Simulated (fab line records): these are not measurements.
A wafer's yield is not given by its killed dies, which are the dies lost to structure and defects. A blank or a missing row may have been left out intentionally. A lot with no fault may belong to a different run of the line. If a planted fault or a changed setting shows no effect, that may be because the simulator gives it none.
Which tool is to blame? -- flow sky130 -- Sampling: 12 lots, 36 wafers, 5 of 708 route steps

## WHAT EACH GAUGE READ, for each wafer
The record lacks any reading of a measuring or inspecting step that a usual standard deviation could be used to judge.

## EACH LOT AND THE TOOL THAT RAN IT (in order: tool; ch and the chambers of the sampled wafers; start)
lot,SKY_LOCAL_INTERCONNECT_STRIP_15,SKY_METAL5_SPUTTER_00,SKY_METAL5_SPUTTER_03,SKY_PASSIVATION_CVD_02,SKY_PAD_OPEN_PROBE_99
L134,"plasma_asher-01 ch 0,1, day 30 17:15","pvd_sputter-04, day 43 05:27","pvd_sputter-04, day 43 05:33","pecvd-03 ch 0,2, day 44 05:44",-
L135,"plasma_asher-02 ch 0, day 31 00:15","pvd_sputter-04, day 43 12:27","pvd_sputter-04, day 43 12:33","pecvd-03 ch 0,1,2, day 44 11:04",-
L136,"plasma_asher-04 ch 0,1, day 31 17:27","pvd_sputter-01, day 44 01:46","pvd_sputter-01, day 44 01:51","pecvd-03 ch 0,2, day 45 01:06",-
L141,"plasma_asher-04 ch 0,1, day 32 21:48","pvd_sputter-04, day 44 23:31","pvd_sputter-04, day 44 23:37","pecvd-04 ch 0,2, day 45 22:35",-
L142,"plasma_asher-02 ch 0,1, day 33 13:06","pvd_sputter-04, day 45 10:16","pvd_sputter-04, day 45 10:22","pecvd-01 ch 1,2, day 46 07:28","prober-02, day 48 05:15"
L143,"plasma_asher-02 ch 0,1, day 33 18:20","pvd_sputter-02, day 45 16:37","pvd_sputter-02, day 45 16:43","pecvd-01 ch 0,1,2, day 46 14:46","prober-01, day 48 09:17"
L148,"plasma_asher-01 ch 0,1, day 35 02:56","pvd_sputter-01, day 46 20:29","pvd_sputter-01, day 46 20:35","pecvd-01 ch 0,2, day 47 17:32",-
L149,"plasma_asher-01 ch 0,1, day 35 09:40","pvd_sputter-01, day 47 01:35","pvd_sputter-01, day 47 01:41","pecvd-03 ch 0,2, day 47 23:11",-
L152,"plasma_asher-04 ch 0,1, day 36 14:06","pvd_sputter-02, day 47 23:01","pvd_sputter-02, day 47 23:07","pecvd-04 ch 1,2, day 48 19:02",-
L153,"plasma_asher-02 ch 0,1, day 36 15:42","pvd_sputter-02, day 47 23:36","pvd_sputter-02, day 47 23:42","pecvd-04 ch 0,1,2, day 48 20:22",-
L155,"plasma_asher-02 ch 0, day 37 07:12","pvd_sputter-01, day 48 10:58","pvd_sputter-01, day 48 11:04","pecvd-03 ch 1, day 49 05:50",-
L157,"plasma_asher-04 ch 0,1, day 37 14:09","pvd_sputter-02, day 48 16:28","pvd_sputter-02, day 48 16:34","pecvd-01 ch 1,2, day 49 11:08",-
- SKY_LOCAL_INTERCONNECT_STRIP_15: strips in O2/N2.
- SKY_METAL5_SPUTTER_00: material Ti, target thk 15 nm, time 10 s.
- SKY_METAL5_SPUTTER_03: material Ti, target thk 5 nm, time 3.3 s.
- SKY_PASSIVATION_CVD_02: deposits Si3N4, target thk 540 nm.
- SKY_PAD_OPEN_PROBE_99

## WHAT THE TOOLS THEMSELVES READ (means of the sampled wafers that have a number; where no wafer has one, the mark that the record gives instead)
SKY_LOCAL_INTERCONNECT_STRIP_15.
lot,tool,drypump_motor_current_A (A),oes_product_au (a.u.),strip_time_to_endpoint_s (s)
L134,plasma_asher-01,5.28,0.428,4.706
L135,plasma_asher-02,5.72,0.425,4.734
L136,plasma_asher-04,5.20,0.427,4.734
L141,plasma_asher-04,5.20,0.427,4.712
L142,plasma_asher-02,5.61,0.424,4.753
L143,plasma_asher-02,5.49,0.429,4.713
L148,plasma_asher-01,5.29,0.424,4.719
L149,plasma_asher-01,5.30,0.432,4.727
L152,plasma_asher-04,5.20,0.423,4.721
L153,plasma_asher-02,5.50,0.430,4.748
L155,plasma_asher-02,5.73,0.422,4.699
L157,plasma_asher-04,5.21,0.420,4.719

SKY_METAL5_SPUTTER_00.
lot,tool,cathode_dc_power_W (W),chamber_pressure_pa (Pa),throttle_valve_pct (%)
L134,pvd_sputter-04,3000.2,0.4006,29.4
L135,pvd_sputter-04,3000.0,0.3991,29.2
L136,pvd_sputter-01,3000.0,0.3995,30.1
L141,pvd_sputter-04,2999.8,0.4004,29.5
L142,pvd_sputter-04,2999.8,0.4007,29.5
L143,pvd_sputter-02,3000.6,0.4001,29.8
L148,pvd_sputter-01,3000.1,0.4000,30.0
L149,pvd_sputter-01,2999.9,0.3993,31.2
L152,pvd_sputter-02,3000.0,0.4002,30.3
L153,pvd_sputter-02,2999.6,0.4003,30.3
L155,pvd_sputter-01,3000.0,0.4006,30.2
L157,pvd_sputter-02,2999.7,0.3999,30.2

SKY_METAL5_SPUTTER_03.
lot,tool,cathode_dc_power_W (W),chamber_pressure_pa (Pa),throttle_valve_pct (%)
L134,pvd_sputter-04,3000.5,0.3999,29.4
L135,pvd_sputter-04,2999.4,0.3998,29.4
L136,pvd_sputter-01,3000.0,0.4004,30.1
L141,pvd_sputter-04,3000.1,0.4005,29.6
L142,pvd_sputter-04,2999.4,0.3998,29.4
L143,pvd_sputter-02,2999.6,0.3990,29.8
L148,pvd_sputter-01,2999.8,0.3999,30.2
L149,pvd_sputter-01,2999.8,0.4002,31.2
L152,pvd_sputter-02,2999.6,0.4006,30.4
L153,pvd_sputter-02,2999.9,0.3995,30.3
L155,pvd_sputter-01,2999.8,0.3999,30.4
L157,pvd_sputter-02,2999.8,0.3999,30.1

SKY_PASSIVATION_CVD_02.
lot,tool,heater_power_w (W)
L134,pecvd-03,742
L135,pecvd-03,661
L136,pecvd-03,768
L141,pecvd-04,817
L142,pecvd-01,662
L143,pecvd-01,676
L148,pecvd-01,711
L149,pecvd-03,766
L152,pecvd-04,831
L153,pecvd-04,838
L155,pecvd-03,621
L157,pecvd-01,667

SKY_PAD_OPEN_PROBE_99.
lot,tool,killed_at_M0_to_M3,killed_at_M4_up,killed_at_contacts,killed_at_front_end,killed_at_other,killed_dies,killed_open,killed_short
L142,prober-02,37,1.7,72,11,0.7,123,38,40
L143,prober-01,49,1.3,67,16,0.3,133,51,40

## THE ANSWER, worked out from the rows above alone
Rule: the usual values come from the lots themselves. Put in order of their means at a reading, lots are off if they are a third of the lots or fewer, leave a main group of 4 or more, and stand apart from it by a gap of 3 or more times the standard deviation of the main group's means; of several such gaps the widest counts. A main group is skipped when, at the precision printed for the reading in the tables above, its means are all equal. Also off: a lot with no number at a reading for which 4 or more lots have one. The other lots that the step has rows for count as sound. After the gauges, taken in route order, come the tools' own readings; for these a lot's mean is taken, as printed above. The first step at which some lot is off is used, and at that step the reading that is off furthest; a lot without a number counts as furthest.
No lot is off on any of the readings shown, so nothing can be concluded from this.

## WHAT THE SIMULATOR HAD PUT IN
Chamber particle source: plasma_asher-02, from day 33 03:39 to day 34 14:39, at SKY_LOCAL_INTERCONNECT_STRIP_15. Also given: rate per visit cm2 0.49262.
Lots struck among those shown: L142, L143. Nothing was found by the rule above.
